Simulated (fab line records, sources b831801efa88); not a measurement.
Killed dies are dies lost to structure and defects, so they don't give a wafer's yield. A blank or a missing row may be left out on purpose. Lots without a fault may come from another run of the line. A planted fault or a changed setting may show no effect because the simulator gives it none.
Which tool did it? | flow gf180mcu | 11 lots, 33 wafers sampled, at 4 steps of a route of 602

WHAT THE GAUGES READ, wafer by wafer
GF_M4_CD_MEAS_14: target cd 280 nm.
lot  | measured     | on        | cd_nm (nm)
L216 | day 24 03:16 | cd_sem-02 | 279.0 279.6 280.1
L217 | day 24 11:26 | cd_sem-02 | 281.0 281.6 281.1
L218 | day 24 11:48 | cd_sem-02 | 279.6 278.7 278.1
L220 | day 25 07:40 | cd_sem-02 | 279.7 278.9 279.1
L224 | day 26 11:05 | cd_sem-01 | 280.4 280.5 280.9
L225 | day 26 23:23 | cd_sem-01 | 280.3 280.8 278.9
L226 | day 27 03:45 | cd_sem-01 | 285.1 283.9 285.6
L228 | day 27 18:08 | cd_sem-01 | 287.2 286.4 287.4
L233 | day 29 06:54 | cd_sem-02 | 281.0 280.4 280.4
L237 | day 30 18:24 | cd_sem-02 | 278.6 277.8 280.0
L238 | day 30 19:56 | cd_sem-01 | 279.1 279.2 279.3

WHICH TOOL RAN EACH LOT (tool, then ch and the chambers of the sampled wafers, then the start)
lot  | GF_V3_CVD_23                  | GF_M4_SPUTTER_00             | GF_M4_COAT_09
L216 | cvd_w-01 ch 0,1, day 23 04:21 | pvd_sputter-04, day 23 04:56 | litho_track-02 ch 0, day 23 15:39
L217 | cvd_w-01 ch 0,1, day 23 12:19 | pvd_sputter-01, day 23 12:55 | litho_track-03 ch 0, day 24 00:29
L218 | cvd_w-01 ch 0,1, day 23 13:22 | pvd_sputter-04, day 23 13:58 | litho_track-03 ch 0, day 24 01:05
L220 | cvd_w-02 ch 0, day 24 09:03   | pvd_sputter-01, day 24 09:38 | litho_track-03 ch 0, day 24 21:10
L224 | cvd_w-02 ch 0,1, day 25 12:53 | pvd_sputter-01, day 25 13:37 | litho_track-03 ch 0, day 26 00:52
L225 | cvd_w-01 ch 0,1, day 26 01:38 | pvd_sputter-04, day 26 02:26 | litho_track-03 ch 0, day 26 12:35
L226 | cvd_w-01 ch 0, day 26 06:02   | pvd_sputter-02, day 26 06:58 | litho_track-03 ch 0, day 26 17:26
L228 | cvd_w-02 ch 0,1, day 26 21:24 | pvd_sputter-04, day 26 22:05 | litho_track-03 ch 0, day 27 07:52
L233 | cvd_w-01 ch 0,1, day 28 11:03 | pvd_sputter-04, day 28 11:38 | litho_track-02 ch 0, day 28 21:43
L237 | cvd_w-02 ch 0,1, day 29 22:37 | pvd_sputter-02, day 29 23:12 | litho_track-02 ch 0, day 30 08:16
L238 | cvd_w-02 ch 0,1, day 30 00:38 | pvd_sputter-01, day 30 01:13 | litho_track-02 ch 0, day 30 10:48
- GF_V3_CVD_23: deposits W, target thk 350 nm, time 104.9 s.
- GF_M4_SPUTTER_00: material Ti, target thk 37.5 nm, time 150 s.
- GF_M4_COAT_09: resist thk 1000 nm.

THE ANSWER, worked out from the rows above alone
Rule: what is usual is taken from the lots themselves. Put in order of their means at a reading, lots are off if they are a third of the lots or fewer, leave a main group of 4 or more, and stand apart from it by a gap of 3 or more times the standard deviation of the main group's means; of several such gaps the widest counts. A main group whose means are all the same, to the digits that the tables above print for the reading, isn't used. A lot without any number at a reading at which 4 lots or more have one is off too. The other lots that the step has rows for count as sound.
Off: L226, L228, at GF_M4_CD_MEAS_14 (cd_nm). The main group: mean 279.8 nm, standard deviation 0.82.
A tool fits if, at a process step before that reading, it ran every lot that is off, and no sound lot after the first of them. The gauges at GF_M4_CD_MEAS_14 are tried like those tools. One fits: litho_track-03 at GF_M4_COAT_09. Its last sound lot is L225 (day 26 12:35), its first lot that is off L226 (day 26 17:26): a fault that began between those two fits.

WHAT THE SIMULATOR HAD PUT IN
Process parameter drift: litho_track-03, from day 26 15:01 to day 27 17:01, at GF_M4_COAT_09. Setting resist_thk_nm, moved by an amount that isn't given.
Lots struck among those shown: L226, L228. The rule above found the same.
